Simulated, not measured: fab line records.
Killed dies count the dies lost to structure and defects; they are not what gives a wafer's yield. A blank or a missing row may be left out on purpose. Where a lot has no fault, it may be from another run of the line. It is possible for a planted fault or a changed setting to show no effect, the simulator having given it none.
Chamber matching | flow sky130 | SKY_LI_CONTACT_ETCH_15 on rieDiel-01: 4 sister chambers
The step etches PSG in C4F8/O2/Ar, stops on Si, target depth 600 nm. 4 wafers are shown with their chamber, then 10 later ones without.

## WAFERS PAIRED WITH THEIR CHAMBERS
wafer  | chamber | rfFwdPowerW (W)
L085.2 | 3       | 1487
L086.6 | 2       | 1498
L088.2 | 1       | 1496
L088.3 | 0       | 1491

## WAFERS WHOSE CHAMBER IS MISSING
wafer  | rfFwdPowerW (W)
L088.6 | 1489
L092.1 | 1487
L092.2 | 1493
L092.6 | 1496
L094.3 | 1489
L094.4 | 1488
L094.5 | 1486
L096.2 | 1497
L096.5 | 1504
L096.6 | 1496

## WHICH CHAMBER EACH ONE RAN IN
wafer  | from the rows above               | in truth
L088.6 | can't be placed: 0 or 3           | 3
L092.1 | can't be placed: 3 or 0           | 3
L092.2 | can't be placed: 0 or 1 or 2 or 3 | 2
L092.6 | can't be placed: 1 or 2           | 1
L094.3 | can't be placed: 0 or 3           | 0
L094.4 | can't be placed: 3 or 0           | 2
L094.5 | can't be placed: 3 or 0           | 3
L096.2 | can't be placed: 1 or 2           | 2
L096.5 | can't be placed: 2 or 1           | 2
L096.6 | can't be placed: 1 or 2           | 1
Correct placement for 0 of the 10. Not placeable from these rows: 10 (in 9, the candidates include the true chamber). 0 placed wrongly.
How it was worked out, from the rows above alone: a wafer's distance from a chamber is the root of the sum, over the readings, of the square of ((its reading less the chamber's mean) divided by the reading's scatter). If the next closest chamber is less than 2 further off than the closest, the wafer can't be placed; otherwise it belongs to the closest. The mean given for a chamber averages the wafers shown for that chamber. The scatter: root of mean squared gap, hidden wafer to nearest shown wafer, with one shown wafer a chamber.
